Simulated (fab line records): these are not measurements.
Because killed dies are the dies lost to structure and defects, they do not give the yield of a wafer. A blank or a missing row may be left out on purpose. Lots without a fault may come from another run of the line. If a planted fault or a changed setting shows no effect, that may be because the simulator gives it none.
Which of the tools did it? | flow gf180mcu | 7 lots (21 wafers sampled), 1 step of a 602-step route

== WHAT THE GAUGES READ, wafer by wafer ==
GF_NSD_OVL_MEAS_08.
lot  | measured     | on         | NSD_OVL (nm)
L879 | day 14 00:52 | overlay-02 | -1.5 -0.7 -2.1
L882 | day 15 12:31 | overlay-02 | -3.4 -2.1 -5.5
L885 | day 16 01:05 | overlay-02 | -1.0 -2.0 -2.1
L894 | day 19 13:39 | overlay-02 | -1.9 -0.3 0.1
L897 | day 20 06:16 | overlay-01 | 1.4 3.5 1.5
L898 | day 20 18:22 | overlay-02 | 0.2 -1.9 -0.4
L900 | day 21 10:52 | overlay-02 | -1.4 -2.2 -1.9

== WHAT TOOL EACH LOT RAN ON (gives the tool, then ch and the chambers of the sampled wafers, and finally the start) ==
No process step before these readings appears in the record.

== THE ANSWER, worked out from the rows above alone ==
Rule: usual is defined by the lots themselves. The widest of any qualifying gaps counts: lots, ordered by their means at a reading, are off when they make up no more than a third of the lots, leave a main group of 4 or more, and stand apart from it by 3 or more times the standard deviation of that group's means. A main group whose means are all the same, to the digits that the tables above print for the reading, isn't used. Also off: a lot with no number at a reading for which 4 or more lots have one. All remaining lots with rows at the step are treated as sound.
No lot is off at any reading shown: from this, nothing can be told.

== WHAT WAS PUT IN BY THE SIMULATOR ==
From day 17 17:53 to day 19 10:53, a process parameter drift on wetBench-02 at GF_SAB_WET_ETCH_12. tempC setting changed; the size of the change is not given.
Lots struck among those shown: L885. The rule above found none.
